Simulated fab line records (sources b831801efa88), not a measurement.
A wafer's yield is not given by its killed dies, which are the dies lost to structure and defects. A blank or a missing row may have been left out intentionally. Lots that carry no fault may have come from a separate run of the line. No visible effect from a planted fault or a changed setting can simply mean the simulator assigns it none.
The tool behind it: which one? + flow sky130 + Sampling: 11 lots, 33 wafers, 5 of 708 route steps

WHAT THE GAUGES SHOWED, per wafer
SKY_VIA4_THK_MEAS_01.
| lot  | measured     | on           | VIA4_HDPCVD_THK (nm) |
|------|--------------|--------------|----------------------|
| L769 | day 42 18:02 | filmMetro-04 | 1755 1772 1754       |
| L770 | day 43 01:02 | filmMetro-02 | 1768 1779 1746       |
| L773 | day 43 03:14 | filmMetro-04 | 1768 1763 1778       |
| L774 | day 43 04:08 | filmMetro-01 | 1764 1744 1734       |
| L779 | day 44 13:43 | filmMetro-02 | 1764 1752 1747       |
| L781 | day 45 04:35 | filmMetro-02 | 1744 1764 1740       |
| L783 | day 45 08:43 | filmMetro-02 | 1738 1756 1738       |
| L784 | day 45 14:19 | filmMetro-02 | 1792 1765 1758       |
| L785 | day 46 06:12 | filmMetro-01 | 1748 1742 1756       |
| L787 | day 47 04:33 | filmMetro-01 | 1777 1746 1767       |
| L791 | day 47 10:06 | filmMetro-01 | 1754 1749 1745       |

EACH LOT AND THE TOOL THAT RAN IT (in order: tool; ch and the chambers of the sampled wafers; start)
| lot  | SKY_METAL4_SPUTTER_04       | SKY_CAP2M_STRIP_14                  | SKY_METAL4_ETCH_16               | SKY_METAL4_ETCH_17                |
|------|-----------------------------|-------------------------------------|----------------------------------|-----------------------------------|
| L769 | pvdSputter-01, day 40 17:59 | plasmaAsher-02 ch 0,1, day 41 17:34 | rieMetal-02 ch 0,1, day 42 16:56 | rieDiel-03 ch 1,3, day 42 17:02   |
| L770 | pvdSputter-01, day 41 00:25 | plasmaAsher-02 ch 0,1, day 41 23:31 | rieMetal-02 ch 1, day 42 23:47   | rieDiel-03 ch 1,3, day 42 23:53   |
| L773 | pvdSputter-04, day 41 02:22 | plasmaAsher-03 ch 0,1, day 42 01:31 | rieMetal-01 ch 0, day 43 02:03   | rieDiel-01 ch 0,1,3, day 43 02:13 |
| L774 | pvdSputter-01, day 41 02:43 | plasmaAsher-02 ch 0,1, day 42 02:37 | rieMetal-01 ch 0, day 43 02:58   | rieDiel-01 ch 0,2,3, day 43 03:10 |
| L779 | pvdSputter-03, day 42 14:23 | plasmaAsher-03 ch 0,1, day 43 13:28 | rieMetal-01 ch 0,1, day 44 12:38 | rieDiel-02 ch 2,3, day 44 12:44   |
| L781 | pvdSputter-03, day 43 05:20 | plasmaAsher-04 ch 0,1, day 44 04:40 | rieMetal-01 ch 0,1, day 45 03:29 | rieDiel-03 ch 1,3, day 45 03:35   |
| L783 | pvdSputter-01, day 43 10:38 | plasmaAsher-02 ch 0,1, day 44 09:16 | rieMetal-04 ch 1, day 45 07:38   | rieDiel-02 ch 0,1, day 45 07:44   |
| L784 | pvdSputter-04, day 43 18:01 | plasmaAsher-03 ch 0,1, day 44 16:29 | rieMetal-02 ch 0,1, day 45 13:16 | rieDiel-03 ch 0,1,3, day 45 13:20 |
| L785 | pvdSputter-03, day 44 08:43 | plasmaAsher-03 ch 0,1, day 45 07:04 | rieMetal-02 ch 0,1, day 46 05:08 | rieDiel-01 ch 1,2, day 46 05:14   |
| L787 | pvdSputter-01, day 45 07:38 | plasmaAsher-04 ch 0,1, day 46 05:25 | rieMetal-02 ch 0,1, day 47 03:29 | rieDiel-02 ch 2,3, day 47 03:35   |
| L791 | pvdSputter-01, day 45 13:52 | plasmaAsher-02 ch 0,1, day 46 11:31 | rieMetal-04 ch 0,1, day 47 09:02 | rieDiel-02 ch 0,2,3, day 47 09:08 |
- SKY_METAL4_SPUTTER_04: material TiN, target thk 70 nm, time 58.3 s.
- SKY_CAP2M_STRIP_14: strips in O2/N2.
- SKY_METAL4_ETCH_16: etches BARC in N2/H2, stops on SiO2, time 88.2 s, target depth 60 nm.
- SKY_METAL4_ETCH_17: etches SiO2 in C4F8/O2/Ar, stops on TiN, time 3.9 s, target depth 15 nm.

THE ANSWER, worked out from the rows above alone
Rule: usual is defined by the lots themselves. The widest of any qualifying gaps counts: lots, ordered by their means at a reading, are off when they make up no more than a third of the lots, leave a main group of 4 or more, and stand apart from it by 3 or more times the standard deviation of that group's means. If all means in a main group match to the digits the tables above print for the reading, that group is not used. A lot without any number at a reading at which 4 lots or more have one is off too. The other lots that the step has rows for count as sound.
Nothing can be told from this: no lot is off at any reading shown.

WHAT WAS PUT IN BY THE SIMULATOR
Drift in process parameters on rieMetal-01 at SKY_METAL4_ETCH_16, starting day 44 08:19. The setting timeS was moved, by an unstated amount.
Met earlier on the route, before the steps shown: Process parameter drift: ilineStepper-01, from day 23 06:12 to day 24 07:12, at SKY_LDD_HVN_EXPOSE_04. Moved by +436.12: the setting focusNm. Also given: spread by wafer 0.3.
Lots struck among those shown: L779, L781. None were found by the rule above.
